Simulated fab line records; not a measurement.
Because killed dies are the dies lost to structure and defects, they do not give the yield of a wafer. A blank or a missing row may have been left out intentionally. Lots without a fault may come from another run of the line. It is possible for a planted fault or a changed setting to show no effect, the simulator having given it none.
fab line records + flow sky130
[record]
- lots = 6
- wafers = 18
- last-day = 50
route steps=708 shown LOCAL_INTERCONNECT@391 PAD_OPEN@708
lots that met no fault: from a run of the same line without faults
start-h: the number of hours between the record's first day and the start of the first shown wafer of the lot + wait-h: hours from the lot's prior step to this one + " same as the row above + L1.1+2: a single row standing in for several wafers + - value missing, or start not given + * or withheld: withheld + < > ~ a bound
route shown NAME@n: a module of which the file shows steps, and the number in the route of the first + usual: average and standard deviation across the fault-free wafers + same: alike in all rows + chamber/n: place in a boat + sites: readings site by site + _std_site: how widely they spread, as a standard deviation + _edge_site: the outer-site mean with the inner-site mean subtracted + radius-mm: for every site, how far away it sits from the centre of the wafer + mask NAME#n: copy n + behind: the most recent tool/chamber to have shaped the wafer + hold: why the lot was held/for how many hours/how that ended + device: names the non-switching transistor (n, p or np) + end of line: the tests these same wafers got at the end of their route + a step given without rows: its recipe and nothing more + killed: not the wafer's yield, but the dies lost to structure and defects at the first sort + map: dies across one wafer; x = killed, . = not, _ = none there
set.NAME: the setting as run; set.NAME@STEP: as run at that earlier step + model.NAME: the simulator's own value behind a step, which no gauge read
lots seen at some steps along the route; tables by step, rows by wafer
services: from which hour (start-h, from the record's first day; less than 0 if before it) a tool's chamber was out of use, for how many hours, and why
[[steps]]
[step SKY_LOCAL_INTERCONNECT_HMDS_04]
[recipe]
- prime-time-s = 60
- prime-temp-c = 120
[step SKY_LOCAL_INTERCONNECT_COAT_05]
[recipe]
- resist = BARC
- temp-c = withheld
- time-s = withheld
- spin-rpm = 3000
- resist-thk-nm = 60
[step SKY_LOCAL_INTERCONNECT_COAT_06]
[recipe]
- resist = KrF-thick
- spin-rpm = 3000
- resist-thk-nm = 443.6
[step SKY_LOCAL_INTERCONNECT_SOFTBAKE_07]
[recipe]
- temp-c = 100
- time-s = 90
- resist = KrF-thick
[step SKY_LOCAL_INTERCONNECT_EXPOSE_08]
[recipe]
- mask-id = LI1M
- na = 0.8
- source-shape = annular
- sigma-inner = 0.55
- sigma-outer = 0.85
- target-cd-nm = 170
- dose-mj = 28
[step SKY_LOCAL_INTERCONNECT_PEB_09]
[recipe]
- peb-temp-c = withheld
- peb-time-s = withheld
- resist = KrF-thick
[step SKY_LOCAL_INTERCONNECT_DEVELOP_10]
[recipe]
- develop-time-s = 60
- resist = KrF-thick
- dev-temp-c = 21
[step SKY_LOCAL_INTERCONNECT_CD_MEAS_11]
[recipe]
- target-cd-nm = 170
[usual]
- cd-nm = 169.5/1.5
| lot.wafer | tool      | chamber | start-h | wait-h | cd-nm |
|-----------|-----------|---------|---------|--------|-------|
| L408.3    | cd-sem-02 | -       | 720.71  | -      | 170.2 |
| L408.4    | "         | -       | "       | "      | 170.3 |
| L408.5    | "         | -       | "       | "      | 170.5 |
| L415.2    | cd-sem-01 | -       | 780.76  | -      | 172.5 |
| L415.5    | "         | -       | "       | "      | 172.9 |
| L415.6    | "         | -       | "       | "      | 170.7 |
| L416.3    | cd-sem-01 | -       | 794.90  | -      | 170.9 |
| L416.5    | "         | -       | "       | "      | 170.9 |
| L416.6    | "         | -       | "       | "      | 171.2 |
| L417.1    | cd-sem-01 | -       | 801.10  | -      | 169.7 |
| L417.4    | "         | -       | "       | "      | 170.3 |
| L417.5    | "         | -       | "       | "      | 170.4 |
| L425.3    | cd-sem-01 | -       | 855.21  | -      | 169.8 |
| L425.5    | "         | -       | "       | "      | 170.7 |
| L425.6    | "         | -       | "       | "      | 170.3 |
| L427.2    | cd-sem-01 | -       | 866.64  | -      | 172.0 |
| L427.3    | "         | -       | "       | "      | 171.0 |
| L427.5    | "         | -       | "       | "      | 168.2 |
[step SKY_LOCAL_INTERCONNECT_OVL_MEAS_12]
[usual]
- LOCAL_INTERCONNECT_OVL = -3/4.9
| lot.wafer | tool       | chamber | start-h | wait-h | LOCAL_INTERCONNECT_OVL[nm] |
|-----------|------------|---------|---------|--------|----------------------------|
| L408.3    | overlay-01 | -       | 720.80  | 0.1    | 4                          |
| L408.4    | "          | -       | "       | "      | -8                         |
| L408.5    | "          | -       | "       | "      | 4                          |
| L415.2    | overlay-02 | -       | 780.86  | 0.1    | -6                         |
| L415.5    | "          | -       | "       | "      | -5                         |
| L415.6    | "          | -       | "       | "      | -13                        |
| L416.3    | overlay-02 | -       | 794.99  | 0.1    | -4                         |
| L416.5    | "          | -       | "       | "      | 4                          |
| L416.6    | "          | -       | "       | "      | -1                         |
| L417.1    | overlay-02 | -       | 801.22  | 0.1    | -2                         |
| L417.4    | "          | -       | "       | "      | 3                          |
| L417.5    | "          | -       | "       | "      | -6                         |
| L425.3    | overlay-01 | -       | 855.30  | 0.1    | 0                          |
| L425.5    | "          | -       | "       | "      | -7                         |
| L425.6    | "          | -       | "       | "      | -1                         |
| L427.2    | overlay-01 | -       | 866.75  | 0.1    | -1                         |
| L427.3    | "          | -       | "       | "      | -5                         |
| L427.5    | "          | -       | "       | "      | -11                        |
[step SKY_LOCAL_INTERCONNECT_ETCH_13]
[recipe]
- chemistry = N2/H2
- target = BARC
- ion-energy-ev = 200
- bias-w = 100
- pressure-mtorr = 30
- n2-flow-sccm = 100
- h2-flow-sccm = 200
- icp-w = 500
- stop-on = SiO2
- time-s = 45.9
- target-depth-a = 600
[usual]
- drypump-motor-current-A = 5.8/0.36
- h2-flow-sccm = 199.9/0.61
- oes-product-au = 0.855/0.0048
- throttle-valve-pct = 13.224/0.0097
| lot.wafer | tool         | chamber | start-h | wait-h | drypump-motor-current-A | h2-flow-sccm | oes-product-au | rf-hours-counter-h | throttle-valve-pct |
|-----------|--------------|---------|---------|--------|-------------------------|--------------|----------------|--------------------|--------------------|
| L408.3    | rie-metal-02 | 1       | 720.85  | 0.0    | 5.6                     | 200.3        | 0.853          | -                  | 13.208             |
| L408.4    | "            | 0       | "       | "      | 5.3                     | 199.1        | 0.856          | -                  | 13.226             |
| L408.5    | "            | 1       | "       | "      | 5.6                     | 200.0        | 0.861          | -                  | 13.228             |
| L415.2    | rie-metal-01 | 0       | 780.89  | 0.0    | 5.5                     | 199.8        | 0.850          | 12                 | 13.208             |
| L415.5    | "            | 1       | "       | "      | 6.0                     | 199.6        | 0.863          | -                  | 13.216             |
| L415.6    | "            | 0       | "       | "      | 5.5                     | 199.9        | 0.849          | -                  | 13.231             |
| L416.3    | rie-metal-02 | 1       | 795.03  | 0.0    | 5.6                     | 199.2        | 0.859          | -                  | 13.230             |
| L416.5    | "            | 1       | "       | "      | 5.6                     | 199.9        | 0.859          | -                  | 13.220             |
| L416.6    | "            | 0       | "       | "      | 5.3                     | 200.4        | 0.853          | -                  | 13.230             |
| L417.1    | rie-metal-02 | 0       | 801.26  | 0.0    | 5.3                     | 199.2        | 0.854          | 1                  | 13.223             |
| L417.4    | "            | 1       | "       | "      | 5.6                     | 199.6        | 0.852          | -                  | 13.225             |
| L417.5    | "            | 0       | "       | "      | 5.3                     | 200.5        | 0.857          | -                  | 13.228             |
| L425.3    | rie-metal-01 | 1       | 855.35  | 0.0    | 6.0                     | 200.6        | 0.859          | -                  | 13.248             |
| L425.5    | "            | 0       | "       | "      | 5.5                     | 200.4        | 0.860          | -                  | 13.236             |
| L425.6    | "            | 1       | "       | "      | 6.0                     | 200.4        | 0.859          | -                  | 13.221             |
| L427.2    | rie-metal-02 | 1       | 866.78  | 0.0    | 5.6                     | 200.3        | 0.853          | 10                 | 13.211             |
| L427.3    | "            | 0       | "       | "      | 5.3                     | 199.7        | 0.856          | -                  | 13.245             |
| L427.5    | "            | 1       | "       | "      | 5.6                     | 200.0        | 0.855          | -                  | 13.219             |
[step SKY_LOCAL_INTERCONNECT_METAL_ETCH_14]
[recipe]
- target-depth-nm = 110
- stop-on = PSG
- chemistry = Cl2/BCl3
- target = TiN
- resist-sidewall-deg = 88
- pressure-mtorr = 10
- icp-w = 900
- bias-w = 48.5
- Cl2_flow_sccm = 60
- bcl3-flow-sccm = 30
- time-s = 31.4
[usual]
- bcl3-flow-sccm = 30.00/0.091
- drypump-motor-current-A = 5.8/0.36
- mfc-cl2-sccm = 60.02/0.2
- oes-product-au = 0.942/0.0075
- throttle-valve-pct = 21.901/0.0093
| lot.wafer | tool         | chamber | start-h | wait-h | bcl3-flow-sccm | drypump-motor-current-A | mfc-cl2-sccm | oes-product-au | rf-hours-counter-h | throttle-valve-pct |
|-----------|--------------|---------|---------|--------|----------------|-------------------------|--------------|----------------|--------------------|--------------------|
| L408.3    | rie-metal-02 | 1       | 720.91  | 0.0    | 30.18          | 5.6                     | 59.81        | 0.943          | -                  | 21.901             |
| L408.4    | "            | 0       | "       | "      | 30.00          | 5.3                     | 59.84        | 0.938          | -                  | 21.898             |
| L408.5    | "            | 1       | "       | "      | 30.05          | 5.6                     | 59.80        | 0.937          | -                  | 21.910             |
| L415.2    | rie-metal-01 | 0       | 780.96  | 0.0    | 30.08          | 5.5                     | 59.83        | 0.948          | 12                 | 21.896             |
| L415.5    | "            | 1       | "       | "      | 29.95          | 6.0                     | 60.19        | 0.949          | -                  | 21.896             |
| L415.6    | "            | 0       | "       | "      | 29.97          | 5.5                     | 59.93        | 0.950          | -                  | 21.897             |
| L416.3    | rie-metal-02 | 1       | 795.09  | 0.0    | 29.99          | 5.6                     | 59.46        | 0.945          | -                  | 21.920             |
| L416.5    | "            | 1       | "       | "      | 30.00          | 5.6                     | 59.95        | 0.937          | -                  | 21.906             |
| L416.6    | "            | 0       | "       | "      | 29.96          | 5.3                     | 59.80        | 0.937          | -                  | 21.899             |
| L417.1    | rie-metal-02 | 0       | 801.32  | 0.0    | 29.90          | 5.3                     | 60.01        | 0.946          | 1                  | 21.905             |
| L417.4    | "            | 1       | "       | "      | 30.04          | 5.6                     | 60.16        | 0.942          | -                  | 21.917             |
| L417.5    | "            | 0       | "       | "      | 30.04          | 5.3                     | 59.69        | 0.942          | -                  | 21.905             |
| L425.3    | rie-metal-01 | 1       | 855.41  | 0.0    | 30.02          | 6.0                     | 60.19        | 0.943          | -                  | 21.904             |
| L425.5    | "            | 0       | "       | "      | 30.05          | 5.5                     | 60.21        | 0.945          | -                  | 21.900             |
| L425.6    | "            | 1       | "       | "      | 30.02          | 6.1                     | 60.14        | 0.940          | -                  | 21.893             |
| L427.2    | rie-metal-02 | 1       | 866.84  | 0.0    | 30.09          | 5.6                     | 60.05        | 0.932          | 10                 | 21.895             |
| L427.3    | "            | 0       | "       | "      | 29.88          | 5.3                     | 60.25        | 0.943          | -                  | 21.896             |
| L427.5    | "            | 1       | "       | "      | 30.01          | 5.6                     | 59.82        | 0.927          | -                  | 21.924             |
[step SKY_LOCAL_INTERCONNECT_STRIP_15]
[recipe]
- chemistry = O2/N2
- power-w = 1400
- pressure-mtorr = 1500
- platen-temp-c = withheld
- o2-flow-sccm = 3000
- n2-flow-sccm = 300
- overash-fraction = 0.5
[usual]
- drypump-motor-current-A = 5.7/0.35
- oes-product-au = 0.424/0.0045
- strip-time-to-endpoint-s = 4.652/0.021
| lot.wafer | tool            | chamber | start-h | wait-h | drypump-motor-current-A | oes-product-au | rf-hours-counter-h | strip-time-to-endpoint-s |
|-----------|-----------------|---------|---------|--------|-------------------------|----------------|--------------------|--------------------------|
| L408.3    | plasma-asher-02 | 0       | 720.98  | 0.1    | 5.4                     | 0.423          | -                  | 4.636                    |
| L408.4    | "               | 1       | "       | "      | 5.6                     | 0.426          | -                  | 4.642                    |
| L408.5    | "               | 1       | "       | "      | 5.6                     | 0.427          | -                  | 4.648                    |
| L415.2    | plasma-asher-03 | 0       | 781.01  | 0.0    | 6.4                     | 0.426          | 98                 | 4.606                    |
| L415.5    | "               | 1       | "       | "      | 5.3                     | 0.424          | -                  | 4.614                    |
| L415.6    | "               | 0       | "       | "      | 6.4                     | 0.419          | -                  | 4.628                    |
| L416.3    | plasma-asher-01 | 0       | 795.16  | 0.1    | 5.7                     | 0.429          | -                  | 4.656                    |
| L416.5    | "               | 0       | "       | "      | 5.8                     | 0.430          | -                  | 4.667                    |
| L416.6    | "               | 1       | "       | "      | 5.9                     | 0.423          | -                  | 4.662                    |
| L417.1    | plasma-asher-02 | 0       | 801.37  | 0.0    | 5.4                     | 0.426          | 57                 | 4.638                    |
| L417.4    | "               | 1       | "       | "      | 5.7                     | 0.421          | -                  | 4.651                    |
| L417.5    | "               | 0       | "       | "      | 5.4                     | 0.420          | -                  | 4.648                    |
| L425.3    | plasma-asher-01 | 0       | 855.48  | 0.1    | 5.7                     | 0.423          | -                  | 4.671                    |
| L425.5    | "               | 1       | "       | "      | 5.9                     | 0.415          | -                  | 4.688                    |
| L425.6    | "               | 0       | "       | "      | 5.8                     | 0.422          | -                  | 4.678                    |
| L427.2    | plasma-asher-03 | 1       | 866.89  | 0.0    | 5.3                     | 0.426          | 107                | 4.594                    |
| L427.3    | "               | 0       | "       | "      | 6.4                     | 0.424          | -                  | 4.623                    |
| L427.5    | "               | 0       | "       | "      | 6.4                     | 0.426          | -                  | 4.620                    |
[step SKY_LOCAL_INTERCONNECT_STRIP_16]
[recipe]
- chemistry = post-etch-residue-remover
- time-s = 1200
- temp-c = 72.5
[usual]
- run-length-s = 1228/3.7
| lot.wafer | tool         | chamber | start-h | wait-h | run-length-s |
|-----------|--------------|---------|---------|--------|--------------|
| L408.3    | wet-bench-04 | 3       | 721.04  | 0.0    | 1235         |
| L408.4    | "            | 3       | "       | "      | 1235         |
| L408.5    | "            | 3       | "       | "      | 1235         |
| L415.2    | wet-bench-01 | 0       | 781.11  | 0.1    | 1226         |
| L415.5    | "            | 0       | "       | "      | 1226         |
| L415.6    | "            | 0       | "       | "      | 1226         |
| L416.3    | wet-bench-04 | 0       | 795.23  | 0.0    | 1476         |
| L416.5    | "            | 0       | "       | "      | 1476         |
| L416.6    | "            | 0       | "       | "      | 1476         |
| L417.1    | wet-bench-04 | 2       | 801.47  | 0.1    | 1475         |
| L417.4    | "            | 2       | "       | "      | 1475         |
| L417.5    | "            | 2       | "       | "      | 1475         |
| L425.3    | wet-bench-01 | 1       | 855.54  | 0.0    | 1225         |
| L425.5    | "            | 1       | "       | "      | 1225         |
| L425.6    | "            | 1       | "       | "      | 1225         |
| L427.2    | wet-bench-03 | 2       | 866.99  | 0.1    | 1232         |
| L427.3    | "            | 2       | "       | "      | 1232         |
| L427.5    | "            | 2       | "       | "      | 1232         |
[step SKY_LOCAL_INTERCONNECT_CLEAN_17]
[recipe]
- chemistry = IPA
- time-s = 180
- temp-c = 25
[step SKY_PAD_OPEN_PROBE_99]
[usual]
- killed_at_M0_to_M3 = 43/6.5
- killed_at_M4_up = 3.2/1.8
- killed-at-contacts = 24/5
- killed-at-front-end = 15/4.1
- killed-at-other = 0.3/0.54
- killed-dies = 85/9.3
- killed-open = 47/7.2
- killed-short = 39/5.9
[same]
- gross-dies = 492
- killed-at-back-side = 0
| lot.wafer | tool      | chamber | start-h | wait-h | killed_at_M0_to_M3 | killed_at_M4_up | killed-at-contacts | killed-at-front-end | killed-at-other | killed-dies | killed-open | killed-short |
|-----------|-----------|---------|---------|--------|--------------------|-----------------|--------------------|---------------------|-----------------|-------------|-------------|--------------|
| L408.3    | prober-01 | -       | 1086.79 | 0.2    | 48                 | 3               | 18                 | 15                  | 0               | 84          | 49          | 34           |
| L408.4    | prober-01 | -       | 1086.84 | 0.2    | 58                 | 4               | 24                 | 12                  | 1               | 99          | 52          | 46           |
| L408.5    | prober-01 | -       | 1086.89 | 0.2    | 38                 | 4               | 25                 | 15                  | 0               | 82          | 46          | 36           |
| L415.2    | prober-02 | -       | 1132.31 | 0.1    | 44                 | 2               | 13                 | 12                  | 0               | 71          | 33          | 38           |
| L415.5    | prober-02 | -       | 1132.46 | 0.2    | 50                 | 2               | 20                 | 10                  | 0               | 82          | 48          | 34           |
| L415.6    | prober-02 | -       | 1132.51 | 0.2    | 46                 | 5               | 11                 | 14                  | 0               | 76          | 37          | 39           |
| L416.3    | prober-02 | -       | 1141.96 | 0.2    | 51                 | 5               | 31                 | 10                  | 1               | 98          | 55          | 43           |
| L416.5    | prober-02 | -       | 1142.06 | 0.2    | 34                 | 4               | 21                 | 17                  | 0               | 76          | 45          | 31           |
| L416.6    | prober-02 | -       | 1142.11 | 0.2    | 36                 | 1               | 21                 | 21                  | 0               | 79          | 38          | 41           |
| L417.1    | prober-02 | -       | 1146.70 | 0.1    | 45                 | 3               | 33                 | 17                  | 1               | 99          | 64          | 35           |
| L417.4    | prober-02 | -       | 1146.85 | 0.2    | 43                 | 3               | 24                 | 11                  | 0               | 81          | 49          | 32           |
| L417.5    | prober-02 | -       | 1146.90 | 0.2    | 35                 | 4               | 24                 | 9                   | 0               | 72          | 36          | 36           |
| L425.3    | prober-02 | -       | 1184.33 | 0.2    | 55                 | 2               | 16                 | 13                  | 1               | 87          | 58          | 29           |
| L425.5    | prober-02 | -       | 1184.43 | 0.2    | 53                 | 2               | 21                 | 14                  | 1               | 91          | 51          | 40           |
| L425.6    | prober-02 | -       | 1184.48 | 0.2    | 44                 | 0               | 21                 | 20                  | 0               | 85          | 48          | 37           |
| L427.2    | prober-02 | -       | 1189.34 | 0.1    | 42                 | 4               | 26                 | 10                  | 0               | 82          | 44          | 38           |
| L427.3    | prober-02 | -       | 1189.39 | 0.2    | 49                 | 3               | 29                 | 23                  | 0               | 104         | 55          | 49           |
| L427.5    | prober-02 | -       | 1189.49 | 0.2    | 44                 | 1               | 22                 | 10                  | 1               | 78          | 41          | 37           |
// killed by level:class
L408.3 VIA1:geometric-particle:open=21 CONTACT:geometric-particle:open=8 LI_CONTACT:geometric-particle:open=5 METAL3:geometric-particle:short=5 VIA1:geometric-particle:short=5 VIA2:geometric-particle:open=5 FIELD_ISO:geometric-particle:short=4 VIA3:geometric-particle:open=4
L408.4 VIA2:geometric-particle:open=12 VIA1:geometric-particle:open=11 VIA1:geometric-particle:short=10 CONTACT:geometric-particle:open=8 VIA3:geometric-particle:open=8 METAL1:geometric-particle:short=7 LI_CONTACT:geometric-particle:open=5 LOCAL_INTERCONNECT:geometric-particle:short=4
L408.5 VIA1:geometric-particle:open=9 LI_CONTACT:geometric-particle:open=8 CONTACT:geometric-particle:open=8 VIA3:geometric-particle:short=5 POLY_GATE:geometric-particle:open=5 METAL3:geometric-particle:short=5 VIA3:geometric-particle:open=5 FIELD_ISO:geometric-particle:short=4
L415.2 VIA1:geometric-particle:open=8 METAL2:geometric-particle:short=7 VIA3:geometric-particle:open=6 VIA2:geometric-particle:open=5 VIA2:geometric-particle:short=4 LI_CONTACT:geometric-particle:open=4 CONTACT:geometric-particle:open=4 VIA3:geometric-particle:short=4
L415.5 VIA1:geometric-particle:open=12 CONTACT:geometric-particle:open=10 METAL2:geometric-particle:short=9 VIA3:geometric-particle:open=7 VIA2:geometric-particle:open=6 LI_CONTACT:geometric-particle:open=5 FIELD_ISO:geometric-particle:short=4 METAL1:geometric-particle:short=4
L415.6 VIA3:geometric-particle:open=10 VIA2:geometric-particle:open=9 FIELD_ISO:geometric-particle:short=7 VIA1:geometric-particle:short=5 METAL2:geometric-particle:short=5 VIA2:geometric-particle:short=5 LOCAL_INTERCONNECT:geometric-particle:short=4 VIA1:geometric-particle:open=4
L416.3 VIA1:geometric-particle:open=14 VIA2:geometric-particle:open=10 CONTACT:geometric-particle:open=9 LI_CONTACT:geometric-particle:open=8 VIA3:geometric-particle:open=7 POLY_GATE:geometric-particle:short=6 LOCAL_INTERCONNECT:geometric-particle:short=5 VIA1:geometric-particle:short=5
L416.5 CONTACT:geometric-particle:open=12 VIA1:geometric-particle:open=6 POLY_GATE:geometric-particle:open=6 VIA3:geometric-particle:open=6 METAL4:geometric-particle:short=4 FIELD_ISO:geometric-particle:short=4 CONTACT:geometric-particle:short=4 METAL1:geometric-particle:short=4
L416.6 METAL1:geometric-particle:short=8 VIA1:geometric-particle:short=7 POLY_GATE:geometric-particle:open=6 LI_CONTACT:geometric-particle:open=6 CONTACT:geometric-particle:open=6 POLY_GATE:geometric-particle:short=5 METAL2:geometric-particle:short=5 VIA1:geometric-particle:open=4
L417.1 VIA1:geometric-particle:open=14 CONTACT:geometric-particle:open=11 LI_CONTACT:geometric-particle:open=10 VIA2:geometric-particle:open=8 LI_CONTACT:geometric-particle:short=7 FIELD_ISO:geometric-particle:open=5 VIA1:geometric-particle:short=5 POLY_GATE:geometric-particle:short=4
L417.4 VIA1:geometric-particle:open=15 LI_CONTACT:geometric-particle:open=11 VIA3:geometric-particle:open=5 METAL1:geometric-particle:short=5 CONTACT:geometric-particle:open=5 FIELD_ISO:geometric-particle:short=4 VIA2:geometric-particle:open=4 POLY_GATE:geometric-particle:open=3
L417.5 CONTACT:geometric-particle:open=8 VIA2:geometric-particle:open=8 METAL3:geometric-particle:short=7 LI_CONTACT:geometric-particle:open=7 METAL4:geometric-particle:short=4 METAL2:geometric-particle:short=4 VIA1:geometric-particle:open=4 CONTACT:geometric-particle:short=4
L425.3 VIA3:geometric-particle:open=13 VIA1:geometric-particle:open=13 CONTACT:geometric-particle:open=6 CONTACT:geometric-particle:short=5 VIA2:geometric-particle:open=5 FIELD_ISO:geometric-particle:open=4 SPACER:geometric-particle:open=4 LI_CONTACT:geometric-particle:open=4
L425.5 VIA1:geometric-particle:open=15 CONTACT:geometric-particle:open=8 VIA3:geometric-particle:open=8 LI_CONTACT:geometric-particle:open=6 VIA1:geometric-particle:short=6 METAL2:geometric-particle:short=5 FIELD_ISO:geometric-particle:short=4 POLY_GATE:geometric-particle:short=4
L425.6 VIA1:geometric-particle:open=10 CONTACT:geometric-particle:open=8 LI_CONTACT:geometric-particle:open=7 VIA3:geometric-particle:open=6 FIELD_ISO:geometric-particle:short=5 POLY_GATE:geometric-particle:open=5 VIA1:geometric-particle:short=5 VIA2:geometric-particle:open=5
L427.2 CONTACT:geometric-particle:open=12 VIA1:geometric-particle:open=10 METAL2:geometric-particle:short=7 LI_CONTACT:geometric-particle:open=6 FIELD_ISO:geometric-particle:open=4 LOCAL_INTERCONNECT:geometric-particle:short=4 CONTACT:geometric-particle:short=4 VIA1:geometric-particle:short=4
L427.3 CONTACT:geometric-particle:open=13 VIA1:geometric-particle:open=12 METAL2:geometric-particle:short=10 FIELD_ISO:geometric-particle:open=6 VIA3:geometric-particle:open=6 FIELD_ISO:geometric-particle:short=5 LOCAL_INTERCONNECT:geometric-particle:short=5 VIA1:geometric-particle:short=5
L427.5 VIA1:geometric-particle:open=13 CONTACT:geometric-particle:open=8 CONTACT:geometric-particle:short=7 METAL2:geometric-particle:short=5 VIA2:geometric-particle:open=5 VIA3:geometric-particle:open=5 METAL1:geometric-particle:short=4 METAL3:geometric-particle:short=4
[[services]]
| tool            | chamber | start-h | hours | kind           |
|-----------------|---------|---------|-------|----------------|
| wet-bench-03    | -       | 708.56  | 1.4   | repair         |
| rie-metal-02    | 0       | 723.02  | 10.2  | repair         |
| wet-bench-04    | -       | 723.97  | 0.9   | repair         |
| rie-metal-02    | 0       | 733.19  | -     | clean          |
| rie-metal-02    | 0       | 733.19  | 29.4  | scheduled-down |
| rie-metal-02    | 0       | 733.19  | 29.4  | vent-cycle     |
| plasma-asher-02 | -       | 734.70  | 1.1   | repair         |
| rie-metal-02    | 1       | 740.58  | 22.0  | repair         |
| plasma-asher-02 | -       | 751.07  | 14.6  | pm             |
| rie-metal-02    | 0       | 779.14  | 9.0   | repair         |
| rie-metal-02    | -       | 783.55  | 1.4   | pm             |
| plasma-asher-02 | -       | 796.57  | 3.4   | repair         |
| rie-metal-02    | -       | 818.43  | 0.7   | repair         |
| rie-metal-01    | 1       | 825.24  | -     | clean          |
| rie-metal-01    | 1       | 825.24  | 16.4  | scheduled-down |
| rie-metal-01    | 1       | 825.24  | 16.4  | vent-cycle     |
[[key]]
[first-sign]
- step = SKY_LOCAL_INTERCONNECT_STRIP_16
- reading = run-length-s
- direction = up
- sigmas = 67
- usual = *
- struck = *
effect none on later readings
met-at SKY_LOCAL_INTERCONNECT_STRIP_16
struck-wafers L416.3,L416.5,L416.6,L417.1,L417.4,L417.5
tester-left-out L416,L417
onset-between 721.04 795.23
[fault]
- kind = process-parameter-drift
- tool = wet-bench-04
- chamber = -
- onset-h = 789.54
- steps = SKY_LOCAL_INTERCONNECT_STRIP_16
- channel = time-s
- offset = *
- shape = step
- end-h = 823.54
- acts-in = *
- stated = *
// tester-left-out: of these lots the tester's yield and bins aren't shown, on N5 and GAA mostly nor the transistor test; their killed dies are dies lost to structure and defects alone, not to doping, threshold or leakage, so they don't give the yield
